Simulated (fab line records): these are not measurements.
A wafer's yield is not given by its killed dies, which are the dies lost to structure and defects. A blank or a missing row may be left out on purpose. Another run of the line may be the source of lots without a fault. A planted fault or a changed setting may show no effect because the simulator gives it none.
Which of the tools did it? / flow gf180mcu / 33 wafers from 11 lots sampled at 2 of the route's 602 steps

== WHAT EACH GAUGE READ, for each wafer ==
GF_VT_IMPLANT_OVL_MEAS_29.
lot=L776; measured=day 7 02:11; on=overlay-02; VT_IMPLANT_02_OVL (nm)=-0.5 -1.1 0.5
lot=L778; measured=day 7 16:13; on=overlay-01; VT_IMPLANT_02_OVL (nm)=-0.1 1.8 0.7
lot=L780; measured=day 8 04:17; on=overlay-01; VT_IMPLANT_02_OVL (nm)=-1.9 -2.3 -3.7
lot=L781; measured=day 8 09:26; on=overlay-01; VT_IMPLANT_02_OVL (nm)=0.9 0.9 3.1
lot=L785; measured=day 9 14:27; on=overlay-02; VT_IMPLANT_02_OVL (nm)=-1.6 0.4 -3.4
lot=L787; measured=day 10 02:47; on=overlay-01; VT_IMPLANT_02_OVL (nm)=- - -
lot=L791; measured=day 11 05:56; on=overlay-02; VT_IMPLANT_02_OVL (nm)=-0.2 0.4 1.1
lot=L793; measured=day 11 21:53; on=overlay-02; VT_IMPLANT_02_OVL (nm)=1.6 -0.4 1.0
lot=L794; measured=day 12 02:31; on=overlay-01; VT_IMPLANT_02_OVL (nm)=-0.2 -2.2 -1.0
lot=L796; measured=day 12 13:20; on=overlay-02; VT_IMPLANT_02_OVL (nm)=-2.1 -1.7 -1.3
lot=L798; measured=day 13 02:50; on=overlay-01; VT_IMPLANT_02_OVL (nm)=0.6 0.2 0.9

== WHAT TOOL EACH LOT RAN ON (gives the tool, then ch and the chambers of the sampled wafers, and finally the start) ==
lot=L776; GF_VT_IMPLANT_EXPOSE_26=iline stepper-02 ch 0, day 6 18:22
lot=L778; GF_VT_IMPLANT_EXPOSE_26=iline stepper-02 ch 0, day 7 09:22
lot=L780; GF_VT_IMPLANT_EXPOSE_26=iline stepper-01 ch 0, day 7 21:09
lot=L781; GF_VT_IMPLANT_EXPOSE_26=iline stepper-02 ch 0, day 8 02:04
lot=L785; GF_VT_IMPLANT_EXPOSE_26=iline stepper-01 ch 0, day 9 05:45
lot=L787; GF_VT_IMPLANT_EXPOSE_26=iline stepper-02 ch 0, day 9 18:33
lot=L791; GF_VT_IMPLANT_EXPOSE_26=iline stepper-01 ch 0, day 10 21:03
lot=L793; GF_VT_IMPLANT_EXPOSE_26=iline stepper-02 ch 0, day 11 12:31
lot=L794; GF_VT_IMPLANT_EXPOSE_26=iline stepper-01 ch 0, day 11 17:11
lot=L796; GF_VT_IMPLANT_EXPOSE_26=iline stepper-02 ch 0, day 12 04:04
lot=L798; GF_VT_IMPLANT_EXPOSE_26=iline stepper-02 ch 0, day 12 17:10
- GF_VT_IMPLANT_EXPOSE_26: exposes mask LVPWELL HV AREA, target cd 860 nm.

== THE ANSWER, worked out from the rows above alone ==
Rule: usual is defined by the lots themselves. The widest of any qualifying gaps counts: lots, ordered by their means at a reading, are off when they make up no more than a third of the lots, leave a main group of 4 or more, and stand apart from it by 3 or more times the standard deviation of that group's means. Not used: any main group whose means are identical at the precision the tables above print for the reading. Also off: a lot with no number at a reading for which 4 or more lots have one. Any other lot the step has rows for is counted as sound.
Off: L787, at GF_VT_IMPLANT_OVL_MEAS_29 (VT_IMPLANT_02_OVL). Without a number there: L787. Main group: mean -0.3 nm, sd 1.3.
If a tool, at a process step before that reading, ran all the lots that are off and no sound lot after the first of them, it fits. Gauges at GF_VT_IMPLANT_OVL_MEAS_29: tried the same way as those tools. Not one of the candidates tried fits.

== WHAT WAS PUT IN BY THE SIMULATOR ==
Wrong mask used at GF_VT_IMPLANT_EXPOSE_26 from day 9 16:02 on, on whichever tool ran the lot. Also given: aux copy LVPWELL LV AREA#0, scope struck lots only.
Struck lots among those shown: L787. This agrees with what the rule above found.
